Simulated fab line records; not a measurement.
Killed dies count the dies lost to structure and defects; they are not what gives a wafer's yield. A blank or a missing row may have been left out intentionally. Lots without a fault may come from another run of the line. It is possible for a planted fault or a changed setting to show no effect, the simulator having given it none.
Which tool is to blame?    flow sky130    12 lots with 36 wafers sampled at 6 steps, on a route of 708 steps

WHAT EACH GAUGE READ, for each wafer
SKY_FIELD_ISO_THK_MEAS_02.
lot   measured     on            FIELD_ISO_OXIDATION_00_THK (nm)
L911  day 1 17:44  filmMetro-04  11.73 11.97 11.99
L912  day 1 23:23  filmMetro-01  12.36 12.29 12.40
L915  day 2 13:08  filmMetro-04  11.79 11.98 12.17
L917  day 2 23:53  filmMetro-01  11.94 11.91 11.88
L920  day 3 13:38  filmMetro-04  11.69 11.84 11.90
L921  day 3 18:38  filmMetro-02  12.07 12.20 12.03
L924  day 4 09:53  filmMetro-01  12.36 12.35 12.35
L925  day 4 15:47  filmMetro-04  11.89 11.87 12.13
L927  day 5 00:48  filmMetro-04  11.82 12.04 11.78
L928  day 5 06:46  filmMetro-02  12.15 12.19 12.07
L931  day 5 21:02  filmMetro-04  12.24 11.78 11.93
L933  day 6 07:38  filmMetro-04  11.78 11.79 11.67

SKY_DNWELL_TW_MEAS_09.
lot   measured     on            DNWELL_TW
L911  day 3 08:42  filmMetro-04  1110 1107 1108
L912  day 3 16:46  filmMetro-01  1120 1121 1115
L915  day 4 18:42  filmMetro-01  1116 1123 1113
L917  day 4 23:55  filmMetro-03  1116 1119 1117
L920  day 5 07:43  filmMetro-03  1115 1110 1119
L921  day 5 14:05  filmMetro-01  1127 1126 1131
L924  day 6 08:43  filmMetro-01  1125 1126 1126
L925  day 6 13:11  filmMetro-03  1133 1123 1129
L927  day 6 23:13  filmMetro-01  1129 1125 1124
L928  day 7 10:16  filmMetro-03  1112 1110 1107
L931  day 8 03:14  filmMetro-01  1123 1133 1134
L933  day 8 11:49  filmMetro-03  1114 1122 1118

SKY_PWDE_TW_MEAS_10.
lot   measured     on            PWDE_TW
L911  day 4 01:41  filmMetro-03  375.0 372.2 373.1
L912  day 4 09:04  filmMetro-03  374.8 375.4 372.0
L915  day 5 13:13  filmMetro-01  393.0 390.6 391.8
L917  day 5 18:31  filmMetro-04  384.4 386.1 384.6
L920  day 6 02:33  filmMetro-03  391.5 390.2 391.5
L921  day 6 09:25  filmMetro-04  372.5 371.6 370.9
L924  day 7 04:33  filmMetro-03  375.5 377.5 376.1
L925  day 7 10:04  filmMetro-03  374.7 375.0 374.6
L927  day 7 20:07  filmMetro-04  372.9 372.9 374.5
L928  day 8 07:31  filmMetro-01  375.9 377.4 376.5
L931  day 9 01:39  filmMetro-04  370.9 372.0 370.8
L933  day 9 10:24  filmMetro-03  376.5 377.4 375.6

SKY_NWELL_OVL_MEAS_10.
lot   measured      on          NWELL_00_OVL (nm)
L911  day 4 19:07   overlay-01  -0.3 0.0 0.8
L912  day 5 02:49   overlay-01  -1.6 -0.3 -1.7
L915  day 6 08:10   overlay-02  -0.5 -0.6 0.5
L917  day 6 14:07   overlay-01  -2.0 -1.9 -1.2
L920  day 6 21:25   overlay-01  0.9 0.4 -0.8
L921  day 7 04:58   overlay-02  1.0 1.1 1.4
L924  day 8 01:22   overlay-01  1.0 0.4 0.4
L925  day 8 07:20   overlay-01  -0.3 -0.5 -0.2
L927  day 8 17:37   overlay-01  -1.4 -0.2 -2.5
L928  day 9 06:01   overlay-02  0.7 2.6 1.6
L931  day 10 00:16  overlay-02  1.5 1.5 1.6
L933  day 10 08:22  overlay-01  -0.5 -0.2 -0.8

SKY_NWELL_RS_MEAS_31: measures by four-point-probe.
lot   measured      on            PWDE_RS (ohm/sq)
L911  day 5 13:59   filmMetro-03  5251 5245 5248
L912  day 5 22:19   filmMetro-04  5278 5290 5278
L915  day 7 05:27   filmMetro-01  4789 4786 4781
L917  day 7 12:07   filmMetro-03  4774 4764 4785
L920  day 7 17:59   filmMetro-04  4775 4755 4770
L921  day 8 03:13   filmMetro-04  5272 5271 5282
L924  day 9 00:23   filmMetro-04  5283 5286 5295
L925  day 9 07:05   filmMetro-03  5275 5270 5292
L927  day 9 16:25   filmMetro-01  5261 5263 5279
L928  day 10 05:08  filmMetro-01  5318 5301 5289
L931  day 11 00:22  filmMetro-03  5279 5284 5294
L933  day 11 08:40  filmMetro-04  5284 5259 5266

WHICH TOOL RAN EACH LOT (tool, then ch and the chambers of the sampled wafers, then the start)
lot   SKY_PWDE_IMPLANT_08
L911  implanter-04 ch 0, day 4 01:26
L912  implanter-01 ch 0, day 4 08:50
L915  implanter-03 ch 0, day 5 13:01
L917  implanter-03 ch 0, day 5 18:17
L920  implanter-03 ch 0, day 6 02:18
L921  implanter-04 ch 0, day 6 09:11
L924  implanter-04 ch 0, day 7 04:18
L925  implanter-01 ch 0, day 7 09:50
L927  implanter-01 ch 0, day 7 19:53
L928  implanter-04 ch 0, day 8 07:16
L931  implanter-03 ch 0, day 9 01:25
L933  implanter-01 ch 0, day 9 10:10
- SKY_PWDE_IMPLANT_08

AS READ BY THE TOOLS THEMSELVES (means over the sampled wafers that have a number; for cases with no such wafer, the mark the record gives instead)
SKY_PWDE_IMPLANT_08.
lot   tool          beamOnS (s)  endStationPressureTorr (Torr)  faradayCurrentUA
L911  implanter-04  9.96         5.19e-06                       20.4
L912  implanter-01  9.84         4.77e-06                       20.6
L915  implanter-03  11.45        7.84e-05                       17.4
L917  implanter-03  11.38        7.85e-05                       17.5
L920  implanter-03  11.59        7.77e-05                       17.2
L921  implanter-04  9.80         4.80e-06                       20.6
L924  implanter-04  10.03        5.14e-06                       20.3
L925  implanter-01  9.95         5.13e-06                       20.4
L927  implanter-01  10.06        5.17e-06                       20.2
L928  implanter-04  10.23        5.11e-06                       19.9
L931  implanter-03  10.08        4.74e-06                       20.1
L933  implanter-01  9.97         5.00e-06                       20.3

THE ANSWER, worked out from the rows above alone
Rule: the usual values come from the lots themselves. Put in order of their means at a reading, lots are off if they are a third of the lots or fewer, leave a main group of 4 or more, and stand apart from it by a gap of 3 or more times the standard deviation of the main group's means; of several such gaps the widest counts. A main group is skipped when, at the precision printed for the reading in the tables above, its means are all equal. Also off: a lot with no number at a reading for which 4 or more lots have one. Where the step has rows for the other lots, those lots are counted as sound. First the gauges in route order, then the tools' own readings, where a lot's mean is used as printed above. The first step at which some lot is off is used, and at that step the reading that is off furthest; a lot without a number counts as furthest.
Off: at SKY_PWDE_TW_MEAS_10 (PWDE_TW), L915, L917, L920. The main group has a mean of 374.2 with a standard deviation of 1.9.
If a tool, at a process step before that reading, ran all the lots that are off and no sound lot after the first of them, it fits. Not tried: the gauges at SKY_PWDE_TW_MEAS_10; whatever is off there is also off at SKY_PWDE_IMPLANT_08, on other tools, and gauge error can't account for it. Not one of the candidates tried fits.

WHAT WAS PUT IN BY THE SIMULATOR
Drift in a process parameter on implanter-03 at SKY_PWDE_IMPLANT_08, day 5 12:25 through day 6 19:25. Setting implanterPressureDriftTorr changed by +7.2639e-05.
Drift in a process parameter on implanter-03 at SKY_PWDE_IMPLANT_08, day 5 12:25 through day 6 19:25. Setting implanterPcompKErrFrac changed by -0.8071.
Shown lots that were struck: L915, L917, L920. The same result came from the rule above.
